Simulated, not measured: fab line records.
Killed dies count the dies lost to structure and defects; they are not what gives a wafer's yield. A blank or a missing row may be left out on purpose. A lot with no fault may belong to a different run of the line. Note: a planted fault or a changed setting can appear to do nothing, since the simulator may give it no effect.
A lot that was struck, set against a sound lot + flow sky130 + 31 out of 708 route steps
Sound: wafers L769.2, L769.3, L769.6. Struck: wafers L781.1, L781.3, L781.5. Last of all comes the cause.
Per side, at each step with rows, come the tool, then ch with its chambers, and then its first start. Under that, the readings that differ: sound wafers + struck wafers + difference of the means + sigmas: that difference in standard deviations of wafers without a fault.
alike: same words and numbers on both sides, and readings whose means sit less than 2 such deviations apart. not compared: any withheld reading, any reading some wafer has no value for, any bound like >300 that may hide the same value, and any number with overlapping values for which the record gives no deviation.
The two part at a step that has a row with sigmas, a row that says differs or no value, or rows on one side only. Non-overlapping numbers with no deviation appear without sigmas and do not part them. A reading missing from all wafers of one side parts the sides only when that side holds two or more wafers.

SKY_PWDE_OVL_MEAS_07:
  struck on overlay-02, day 7 00:28; sound on overlay-01, day 4 02:08
  alike: PWDE_OVL
next, for these wafers, 1 step has no rows: SKY_PWDE_IMPLANT_08.
SKY_PWDE_STRIP_09: strips in O2/N2.
  sound on plasma-asher-03 ch 0, day 4 02:19; struck on plasma-asher-02 ch 0,1, day 7 00:38
  alike: drypump-motor-current-A, o2-flow-sccm, oes-product-au, strip-time-to-endpoint-s
  not compared: rf-hours-counter-h
SKY_PWDE_TW_MEAS_10:
  struck on film-metro-04, day 7 00:44; sound on film-metro-02, day 4 02:26
  alike: PWDE_TW
then, 7 steps without rows for these wafers: SKY_NWELL_DEHYDRATE_03 (time 60 s); SKY_NWELL_HMDS_04 (prime time 60 s); SKY_NWELL_COAT_05 (resist thk 3000 nm); SKY_NWELL_SOFTBAKE_06; SKY_NWELL_EXPOSE_07 (exposes mask NWM, target cd 840 nm); SKY_NWELL_PEB_08; SKY_NWELL_DEVELOP_09 (develop time 60 s).
SKY_NWELL_OVL_MEAS_10:
  struck on overlay-02, day 7 20:13; sound on overlay-02, day 4 19:23
  alike: NWELL_00_OVL
SKY_NWELL_IMPLANT_11:
  sound on implanter-03 ch 0, day 4 19:26; struck on implanter-03 ch 0, day 7 20:16
| reading                   | sound             | struck            | difference | sigmas |
|---------------------------|-------------------|-------------------|------------|--------|
| implant-ion-amu           | 31 31 31          | 75 75 75          | +44        |        |
| model.implant.rp-nm (nm)  | 498.9 498.9 498.9 | 223.8 223.8 223.8 | -275.1     |        |
| model.implant.drp-nm (nm) | 116.9 116.9 116.9 | 74.43 74.43 74.43 | -42.47     |        |
  alike: beam-energy-keV
then, 2 steps without rows for these wafers: SKY_NWELL_IMPLANT_12; SKY_NWELL_IMPLANT_13.
SKY_NWELL_STRIP_14: strips in O2/N2.
  sound on plasma-asher-02 ch 0,1, day 4 19:52; struck on plasma-asher-01 ch 0,1, day 7 20:43
  alike: drypump-motor-current-A, o2-flow-sccm, oes-product-au, strip-time-to-endpoint-s
  not compared: rf-hours-counter-h
SKY_NWELL_TW_MEAS_15:
  struck on film-metro-04, day 7 20:49; sound on film-metro-01, day 4 19:59
| reading  | sound          | struck         | difference | sigmas |
|----------|----------------|----------------|------------|--------|
| NWELL_TW | 1792 1803 1797 | 2792 2777 2787 | +988       | +76    |
then, 7 steps without rows for these wafers: SKY_NWELL_DEHYDRATE_16 (time 60 s); SKY_NWELL_HMDS_17 (prime time 60 s); SKY_NWELL_COAT_18 (resist thk 3000 nm); SKY_NWELL_SOFTBAKE_19; SKY_NWELL_EXPOSE_20 (exposes mask NWM COMPLEMENT, target cd 840 nm); SKY_NWELL_PEB_21; SKY_NWELL_DEVELOP_22 (develop time 60 s).
SKY_NWELL_OVL_MEAS_23:
  struck on overlay-02, day 8 17:50; sound on overlay-01, day 5 13:17
  alike: NWELL_01_OVL
next, for these wafers, 1 step has no rows: SKY_NWELL_IMPLANT_24.
SKY_NWELL_STRIP_25: strips in O2/N2.
  sound on plasma-asher-03 ch 0,1, day 5 13:28; struck on plasma-asher-03 ch 0,1, day 8 18:01
  alike: drypump-motor-current-A, o2-flow-sccm, oes-product-au, strip-time-to-endpoint-s
  not compared: rf-hours-counter-h
SKY_NWELL_TW_MEAS_26:
  struck on film-metro-01, day 8 18:07; sound on film-metro-02, day 5 13:35
  alike: NWELL_2_TW
then, 1 step without rows for these wafers: SKY_NWELL_CLEAN_27 (cleans in SC1/SC2, time 150 s).
SKY_NWELL_RTA_28: time 30 s.
  sound on rtp-anneal-01 ch 0, day 5 13:42; struck on rtp-anneal-01 ch 0, day 8 18:14
  alike: lamp-power-pct, wafer_temp_C_max
SKY_NWELL_RS_MEAS_29: measurement is done with a four-point probe.
  struck on film-metro-01, day 8 18:20; sound on film-metro-02, day 5 13:48
| reading           | sound             | struck            | difference | sigmas      |
|-------------------|-------------------|-------------------|------------|-------------|
| NWELL_RS (ohm/sq) | 626.3 624.5 625.1 | 838.8 837.7 837.0 | +212.5     | +99 or more |

WHERE THEY PART
At SKY_NWELL_TW_MEAS_15 first; at SKY_NWELL_RS_MEAS_29 last (within this record only).

WHY: what the simulator had put in
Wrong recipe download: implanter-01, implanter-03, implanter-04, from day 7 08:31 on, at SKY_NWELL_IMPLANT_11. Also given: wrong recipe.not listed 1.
